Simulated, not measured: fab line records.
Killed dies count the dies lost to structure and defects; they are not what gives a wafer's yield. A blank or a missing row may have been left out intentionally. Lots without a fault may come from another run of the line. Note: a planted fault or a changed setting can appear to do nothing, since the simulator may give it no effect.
Chamber matching	flow sky130	rie-diel-01 running SKY_SPACER_ETCHBACK_02: 4 sister chambers
The step etches Si3N4 in CH3F/O2, stops on SiO2, time 46.7 s, target depth 45 nm. 4 wafers are shown with their chamber, then 9 later ones without.

## EACH WAFER AND ITS CHAMBER
wafer	chamber	drypump-motor-current-A (A)
L086.2	0	5.9
L087.3	1	6.6
L087.4	2	5.3
L087.6	3	5.4

## WAFERS WITH NO CHAMBER GIVEN
wafer	drypump-motor-current-A (A)
L089.2	5.8
L089.4	5.4
L089.5	5.3
L095.2	5.7
L095.4	5.4
L095.6	5.4
L096.2	5.8
L096.3	5.4
L096.5	6.6

## EACH ONE'S CHAMBER
wafer	from the rows above	in truth
L089.2	0	0
L089.4	can't be placed: 3 or 2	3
L089.5	can't be placed: 2 or 3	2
L095.2	can't be placed: 0 or 3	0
L095.4	can't be placed: 3 or 2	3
L095.6	can't be placed: 3 or 2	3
L096.2	0	0
L096.3	can't be placed: 3 or 2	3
L096.5	1	1
Correctly placed: 3 of 9. Can't be placed from these rows: 6 (the true chamber is among the candidates in 6). Wrongly placed: 0.
How it was worked out, from the rows above alone: a wafer's distance from a chamber is the root of the sum, over the readings, of the square of ((its reading less the chamber's mean) divided by the reading's scatter). If the next closest chamber is less than 2 further off than the closest, the wafer can't be placed; otherwise it belongs to the closest. The mean given for a chamber averages the wafers shown for that chamber. The scatter: with one shown wafer a chamber, the root of the mean of the squares of how far each hidden wafer lies from its nearest shown one.
